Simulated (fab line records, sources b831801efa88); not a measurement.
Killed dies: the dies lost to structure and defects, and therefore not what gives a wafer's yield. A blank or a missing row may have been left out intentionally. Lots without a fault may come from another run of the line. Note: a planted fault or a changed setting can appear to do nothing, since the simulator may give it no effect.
Matching of chambers ; flow sfq-line ; 4 sister chambers for SFQ_TRILAYER_I4_CMP_CMP_100 on cmp-02
The step polishes SiO2. 14 wafers are shown with their chamber, then 6 later ones without.

## WAFERS, EACH WITH ITS CHAMBER
wafer;chamber;motor-current-A (A);head-pressure-psi (psi);time-to-endpoint-s (s)
L632.1;2;9.2;3.000;208
L632.2;3;11.5;3.004;215
L632.6;1;9.8;2.999;223
L633.4;2;8.9;3.008;219
L633.1;1;9.9;3.008;211
L633.5;2;9.2;3.001;216
L634.1;1;10.0;3.009;213
L634.4;2;9.0;3.007;220
L634.6;0;9.6;2.990;225
L643.2;2;9.6;3.001;217
L643.4;3;11.4;3.004;227
L643.6;1;8.9;3.016;223
L644.4;3;11.3;2.989;223
L644.1;1;10.2;2.994;221

SIGNATURES, as means of the wafers listed above
reading;chamber 0;chamber 1;chamber 2;chamber 3;scatter within a chamber
motor-current-A;9.600;9.760;9.180;11.400;0.363
head-pressure-psi;2.99000;3.00520;3.00340;2.99900;0.00714
time-to-endpoint-s;225.00;218.20;216.00;221.67;5.45
Rule: distance of a wafer from a chamber = root of the sum over the readings of ((wafer's reading minus chamber's mean) / reading's scatter) squared. The wafer belongs to the nearest chamber; if the next one is less than 2 further off, it can't be placed. How the scatter is found: for the shown wafers, subtract from each reading the mean of its chamber, square and add these, divide the total by (wafers less chambers), then take the root.

## WAFERS WITHOUT THEIR CHAMBER
wafer;motor-current-A (A);head-pressure-psi (psi);time-to-endpoint-s (s)
L644.3;9.3;2.994;213
L645.1;10.2;3.004;211
L645.2;11.2;2.996;215
L645.4;10.2;3.008;228
L648.3;11.4;3.011;212
L648.5;11.1;2.995;222

## THE CHAMBER EACH PASSED THROUGH
wafer;from the rows above;in truth
L644.3;can't be placed: 2 or 1 or 0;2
L645.1;can't be placed: 1 or 2 or 0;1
L645.2;3;3
L645.4;can't be placed: 1 or 0 or 2 or 3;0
L648.3;3;3
L648.5;3;3
Correct placement for 3 of the 6. These rows do not allow placing 3 (true chamber among the candidates in 3). Number placed wrongly: 0.
